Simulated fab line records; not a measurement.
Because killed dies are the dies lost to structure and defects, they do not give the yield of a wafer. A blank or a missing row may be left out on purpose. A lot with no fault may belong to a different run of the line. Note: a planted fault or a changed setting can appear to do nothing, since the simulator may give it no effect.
One fault through the eyes of 2 desks    flow sfq-line    what lay behind the numbers comes last; until then each desk has only its own

== DESK OF THE TOOL OWNER: pvd-sputter-06 ==
The tool's own readings at SFQ_TRILAYER_M3_DEP_SPUTTER_073 (material Nb, target thk 200 nm, time 133.3 s): means of the sampled wafers that have a number, for each lot that ran on this tool. The brackets show how far a lot's mean lies from the usual mean; more than 4 standard deviations puts the lot out of limits, marked OUT.
Columns: A = throttle-valve-pct at SFQ_TRILAYER_M3_DEP_SPUTTER_073, usual 29.8 %
lot   first seen here  A
L849  day 35 00:22     29.6
L852  day 36 04:52     29.3
L856  day 44 01:59     30.0
L858  day 44 08:59     29.4
L860  day 44 16:37     29.7
L865  day 45 11:41     29.1
L868  day 45 18:28     29.6
This desk found nothing out of limits on any of the 7 lots.

== THE METROLOGY DESK ==
What the gauges read for every lot (on any tool): the sampled wafers with a number, averaged. The brackets show how far a lot's mean lies from the usual mean; more than 4 standard deviations puts the lot out of limits, marked OUT.
Columns: A = M3_NB_RS at SFQ_M3_RS_MEAS_919, usual 0.891 ohm/sq; B = I4_BOW at SFQ_I4_BOW_MEAS_927, usual 4 um
lot   first seen here  A      B
L848  day 29 15:08     0.888  3
L849  day 35 00:28     0.883  7
L852  day 36 04:58     0.882  -8
L853  day 37 09:19     0.884  4
L855  day 43 15:42     0.888  7
L856  day 44 02:06     0.886  5
L857  day 44 07:17     0.895  16
L858  day 44 09:07     0.882  28
L860  day 44 16:42     0.884  5
L865  day 45 11:47     0.914  -9
L867  day 45 15:23     0.908  15
L868  day 45 18:33     0.909  10
L869  day 45 20:10     0.889  -2
L870  day 45 21:58     0.904  9
This desk found nothing out of limits on any of the 14 lots.

== BROUGHT TOGETHER ==
The tool owner's desk saw nothing out of limits.
Nothing out of limits was seen by the metrology desk.

== WHAT HAD BEEN PUT IN BY THE SIMULATOR ==
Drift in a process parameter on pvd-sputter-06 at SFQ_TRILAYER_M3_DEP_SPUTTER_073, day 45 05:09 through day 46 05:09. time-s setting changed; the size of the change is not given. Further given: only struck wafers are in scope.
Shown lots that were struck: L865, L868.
